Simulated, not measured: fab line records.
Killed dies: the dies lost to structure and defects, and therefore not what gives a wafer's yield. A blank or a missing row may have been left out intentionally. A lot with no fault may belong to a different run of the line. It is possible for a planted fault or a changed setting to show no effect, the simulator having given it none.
fab line records	flow gf180mcu
record lots=7	wafers=21	lastDay=34
route steps=602 shown M2@381 V2@382
lots with no fault: from the same line, run without faults
startH: the number of hours between the record's first day and the start of the first shown wafer of the lot	waitH: hours elapsed since this lot's preceding step	" identical to the entry in the row above	L1.1+2: a single row standing in for several wafers	- no value, or no start was given	* or withheld: withheld	< > ~ a bound
route shown NAME@n: a module of which the file shows steps, and the number in the route of the first	usual: average and standard deviation across the fault-free wafers	same: alike in all rows	chamber/n: place in a boat	sites: readings site by site	_std_site: the values' standard deviation	_edge_site: outer sites' mean less inner sites'	radiusMm: for every site, how far away it sits from the centre of the wafer	mask NAME#n: copy n	behind: tool/chamber where the wafer was last shaped	hold: the reason the lot was held/the length of the hold in hours/how it ended	device: names the non-switching transistor (n, p or np)	end of line: at the end of the route, the tests of the same wafers	a step given without rows: its recipe and nothing more	killed: not the wafer's yield, but the dies lost to structure and defects at the first sort	map: per-die view of a wafer (x killed, . not killed, _ where there is no die)
set.NAME: the setting that was run; set.NAME@STEP: the one run at that earlier step	model.NAME: the simulator's own value behind a step, which no gauge read
certain route steps with their lots: each step a table, each wafer a row
services: when a tool's chamber went out of use (startH, in hours from the record's first day, below 0 if earlier), for how many hours, and the reason
## steps
# step GF_M2_CLEAN_19
# recipe chemistry=DIW	dry=n2Spin
# step GF_V2_CVD_00
# recipe material=SiO2	targetThkNm=600	sigmaOpenFrac=0.3	tempC=400	timeS=100	sih4FlowSccm=60	pressureMtorr=6
# step GF_V2_THK_MEAS_01
# recipe reads=SiO2_of_V2_CVD_00
# usual V2_CVD_00_THK=601/6.9
lot.wafer	tool	chamber	startH	waitH	V2_CVD_00_THK[nm]
L483.1	filmMetro-03	-	482.27	0.0	604
L483.3	"	-	"	"	606
L483.5	"	-	"	"	603
L491.3	filmMetro-02	-	554.50	0.1	602
L491.5	"	-	"	"	613
L491.6	"	-	"	"	592
L497.1	filmMetro-01	-	598.70	0.0	600
L497.2	"	-	"	"	608
L497.4	"	-	"	"	599
L498.3	filmMetro-01	-	603.78	0.1	595
L498.4	"	-	"	"	606
L498.5	"	-	"	"	607
L499.4	filmMetro-01	-	614.12	0.0	610
L499.5	"	-	"	"	600
L499.6	"	-	"	"	594
L500.1	filmMetro-03	-	622.26	0.0	594
L500.5	"	-	"	"	596
L500.6	"	-	"	"	601
L501.2	filmMetro-02	-	628.78	0.0	591
L501.3	"	-	"	"	592
L501.4	"	-	"	"	604
# step GF_V2_CVD_02
# recipe material=SiO2	targetThkNm=850	precursor=TEOS	tempC=400	timeS=94.851	rfW=600
# usual heaterPowerW=656/110
lot.wafer	tool	chamber	startH	waitH	heaterPowerW
L483.1	pecvd-03	2	482.33	0.1	557
L483.3	"	1	"	"	437
L483.5	"	2	"	"	585
L491.3	pecvd-03	0	554.57	0.1	613
L491.5	"	2	"	"	601
L491.6	"	0	"	"	618
L497.1	pecvd-03	0	598.76	0.1	623
L497.2	"	2	"	"	630
L497.4	"	1	"	"	563
L498.3	pecvd-02	2	603.82	0.0	807
L498.4	"	1	"	"	626
L498.5	"	2	"	"	673
L499.4	pecvd-04	2	614.18	0.1	581
L499.5	"	0	"	"	781
L499.6	"	1	"	"	846
L500.1	pecvd-02	1	622.32	0.1	741
L500.5	"	0	"	"	691
L500.6	"	2	"	"	646
L501.2	pecvd-02	2	628.83	0.0	715
L501.3	"	0	"	"	654
L501.4	"	2	"	"	762
# step GF_V2_THK_MEAS_03
# recipe reads=SiO2_of_V2_CVD_02
# usual V2_CVD_02_THK=851/11
lot.wafer	tool	chamber	startH	waitH	V2_CVD_02_THK[nm]
L483.1	filmMetro-02	-	482.40	0.0	849
L483.3	"	-	"	"	835
L483.5	"	-	"	"	865
L491.3	filmMetro-01	-	554.66	0.1	856
L491.5	"	-	"	"	860
L491.6	"	-	"	"	860
L497.1	filmMetro-01	-	598.83	0.0	844
L497.2	"	-	"	"	841
L497.4	"	-	"	"	834
L498.3	filmMetro-03	-	603.91	0.1	848
L498.4	"	-	"	"	857
L498.5	"	-	"	"	858
L499.4	filmMetro-02	-	614.25	0.0	859
L499.5	"	-	"	"	866
L499.6	"	-	"	"	866
L500.1	filmMetro-01	-	622.39	0.0	850
L500.5	"	-	"	"	840
L500.6	"	-	"	"	864
L501.2	filmMetro-01	-	628.91	0.0	853
L501.3	"	-	"	"	852
L501.4	"	-	"	"	858
# step GF_V2_CMP_04
# recipe material=SiO2	downForcePsi=4	platenRpm=60	padVelocityMS=0.94248
# usual motorCurrentA=11.9/1.3	timeToEndpointS=79/5.3
lot.wafer	tool	chamber	startH	waitH	motorCurrentA	timeToEndpointS
L483.1	cmp-02	1	482.46	0.1	10.9	83
L483.3	"	0	"	"	13.9	79
L483.5	"	1	"	"	10.7	89
L491.3	cmp-01	3	554.75	0.1	10.9	78
L491.6	"	2	"	"	12.1	81
L491.5	"	3	"	"	10.4	80
L497.2	cmp-01	3	598.89	0.0	11.2	73
L497.4	"	0	"	"	10.0	74
L497.1	"	2	"	"	11.7	72
L498.3	cmp-01	2	604.00	0.1	10.8	74
L498.4	"	0	"	"	10.0	82
L498.5	"	2	"	"	11.4	79
L499.4	cmp-01	2	614.28	0.0	11.9	73
L499.6	"	2	"	"	12.1	77
L499.5	"	3	"	"	11.4	79
L500.1	cmp-02	3	622.55	0.1	10.3	82
L500.6	"	1	"	"	11.3	86
L500.5	"	2	"	"	12.8	72
L501.3	cmp-02	0	628.96	0.0	14.3	80
L501.4	"	1	"	"	10.8	85
L501.2	"	3	"	"	11.3	85
# step GF_V2_BOW_MEAS_05
# recipe mode=bow
# usual V2_BOW=99/8.1
lot.wafer	tool	chamber	startH	waitH	V2_BOW[um]
L483.1	filmMetro-03	-	482.76	0.2	93
L483.3	"	-	"	"	101
L483.5	"	-	"	"	93
L491.3	filmMetro-03	-	555.04	0.2	91
L491.5	"	-	"	"	97
L491.6	"	-	"	"	103
L497.1	filmMetro-02	-	599.19	0.1	108
L497.2	"	-	"	"	108
L497.4	"	-	"	"	114
L498.3	filmMetro-01	-	604.29	0.2	107
L498.4	"	-	"	"	105
L498.5	"	-	"	"	98
L499.4	filmMetro-02	-	614.64	0.3	92
L499.5	"	-	"	"	83
L499.6	"	-	"	"	101
L500.1	filmMetro-02	-	622.75	0.1	110
L500.5	"	-	"	"	96
L500.6	"	-	"	"	103
L501.2	filmMetro-02	-	629.28	0.1	98
L501.3	"	-	"	"	107
L501.4	"	-	"	"	104
# step GF_V2_DEHYDRATE_06
# recipe tempC=200	timeS=60
# step GF_V2_HMDS_07
# recipe primeTimeS=60	primeTempC=120
# step GF_V2_COAT_08
# recipe resist=BARC	tempC=withheld	timeS=withheld	spinRpm=withheld	resistThkNm=withheld
# step GF_V2_COAT_09
# recipe resist=KrF	spinRpm=withheld	resistThkNm=1015
# step GF_V2_SOFTBAKE_10
# recipe tempC=130	timeS=60	resist=KrF
# step GF_V2_EXPOSE_11
# recipe maskId=Via2	targetCdNm=260	na=0.68	sourceShape=conventional	sigmaOuter=0.6	doseMj=38
# usual exposureDoseMJCm2=38.13/0.043	focusOffsetNm=0.0/0.57
lot.wafer	tool	chamber	startH	waitH	mask	exposureDoseMJCm2	focusOffsetNm
L483.1	krfScanner-01	0	495.22	-	Via2#0	38.20	-0.1
L483.3	"	0	"	"	Via2#0	38.18	-0.5
L483.5	"	0	"	"	Via2#0	38.20	-0.4
L491.3	krfScanner-02	0	566.23	-	Via2#0	38.15	-0.1
L491.5	"	0	"	"	Via2#0	38.13	-0.1
L491.6	"	0	"	"	Via2#0	38.16	-0.4
L497.1	krfScanner-02	-	609.47	-	Via2#0	-	-
L497.2	"	-	"	"	Via2#0	-	-
L497.4	"	-	"	"	Via2#0	-	-
L498.3	krfScanner-02	-	614.66	-	Via2#0	-	-
L498.4	"	-	"	"	Via2#0	-	-
L498.5	"	-	"	"	Via2#0	-	-
L499.4	krfScanner-01	-	625.12	-	Via2#0	-	-
L499.5	"	-	"	"	Via2#0	-	-
L499.6	"	-	"	"	Via2#0	-	-
L500.1	krfScanner-02	0	632.70	-	Via2#0	38.06	0.1
L500.5	"	0	"	"	Via2#0	38.09	0.6
L500.6	"	0	"	"	Via2#0	38.10	0.3
L501.2	krfScanner-02	0	639.50	-	Via2#0	38.15	-0.6
L501.3	"	0	"	"	Via2#0	38.16	-0.3
L501.4	"	0	"	"	Via2#0	38.26	-1.0
# step GF_V2_PEB_12
# recipe pebTempC=135	pebTimeS=90	resist=KrF
## services
tool	chamber	startH	hours	kind
krfScanner-02	-	463.51	4.4	pm
krfScanner-02	-	484.75	0.8	pm
pecvd-03	1	491.16	4.6	repair
krfScanner-02	-	512.75	1.0	pm
krfScanner-01	-	519.92	1.0	pm
krfScanner-02	-	524.87	1.3	pm
pecvd-04	-	533.10	1.5	repair
pecvd-03	2	542.28	11.2	repair
krfScanner-01	-	543.47	1.9	repair
pecvd-04	-	548.41	6.0	pm
pecvd-03	1	550.34	4.6	repair
cmp-01	-	572.00	4.0	pm
krfScanner-01	-	573.83	4.4	pm
pecvd-03	0	575.08	4.2	repair
cmp-01	-	578.91	6.1	repair
krfScanner-02	-	582.19	4.0	pm
pecvd-04	-	591.12	14.0	pm
pecvd-02	-	595.66	2.8	pm
krfScanner-01	-	603.97	0.8	pm
cmp-01	-	604.98	3.6	pm
cmp-02	-	617.42	1.7	repair
pecvd-03	2	621.91	4.0	repair
cmp-02	-	629.26	4.4	pm
krfScanner-01	-	630.38	1.3	pm
## key
firstSign step=GF_V2_EXPOSE_11	reading=toolRecord	direction=missing
effect none on later readings
metAt GF_V2_EXPOSE_11
struckWafers L497.1,L497.2,L497.4,L498.3,L498.4,L498.5,L499.4,L499.5,L499.6
laterRowsLeftOut L497.1,L497.2,L497.4,L498.3,L498.4,L498.5,L499.4,L499.5,L499.6
sortLeftOut L497.1,L497.2,L497.4,L498.3,L498.4,L498.5,L499.4,L499.5,L499.6
onsetBetween 566.23 609.47
fault kind=skippedStepWhole	tool=krfScanner-01,krfScanner-02	chamber=-	onsetH=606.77	steps=GF_V2_EXPOSE_11	scope=struckLotsOnly
# sortLeftOut: the simulated sort isn't trusted on such a fault, so these wafers' sort isn't shown, and their yield isn't known
# laterRowsLeftOut: the simulator's readings of these wafers behind a module that went badly wrong aren't trusted and aren't shown, but for the sort
